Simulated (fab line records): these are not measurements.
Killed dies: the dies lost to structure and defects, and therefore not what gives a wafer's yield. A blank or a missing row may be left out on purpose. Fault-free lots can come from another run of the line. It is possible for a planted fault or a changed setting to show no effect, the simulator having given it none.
Chamber matching -- flow gf180mcu -- cmp-02 running GF_V5_CMP_26: 4 sister chambers
The step polishes, stops on SiO2, t overpolish 15 s, target thk 0 nm. 4 wafers are shown with their chamber, then 7 later ones without.

## EACH WAFER AND ITS CHAMBER
wafer,chamber,motor-current-A (A)
L676.2,3,9.8
L676.6,2,11.3
L677.1,0,10.8
L677.2,1,11.3

## WAFERS WHOSE CHAMBER IS MISSING
wafer,motor-current-A (A)
L677.4,11.2
L678.1,11.4
L678.3,12.1
L678.6,11.9
L679.3,10.4
L679.4,9.5
L679.6,10.8

## CHAMBER TAKEN BY EACH
wafer,from the rows above,in truth
L677.4,can't be placed: 1 or 2 or 0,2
L678.1,can't be placed: 1 or 2 or 0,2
L678.3,can't be placed: 1 or 2 or 0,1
L678.6,can't be placed: 1 or 2 or 0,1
L679.3,can't be placed: 0 or 3 or 1 or 2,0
L679.4,3,3
L679.6,can't be placed: 0 or 1 or 2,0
1 of 7 placed correctly. Can't be placed from these rows: 6 (the true chamber is among the candidates in 6). Wrongly placed: 0.
How it was worked out, from the rows above alone: a wafer's distance from a chamber is the root of the sum, over the readings, of the square of ((its reading less the chamber's mean) divided by the reading's scatter). The wafer belongs to the nearest chamber; if the next one is less than 2 further off, it can't be placed. The mean given for a chamber averages the wafers shown for that chamber. The scatter: with one shown wafer a chamber, the root of the mean of the squares of how far each hidden wafer lies from its nearest shown one.
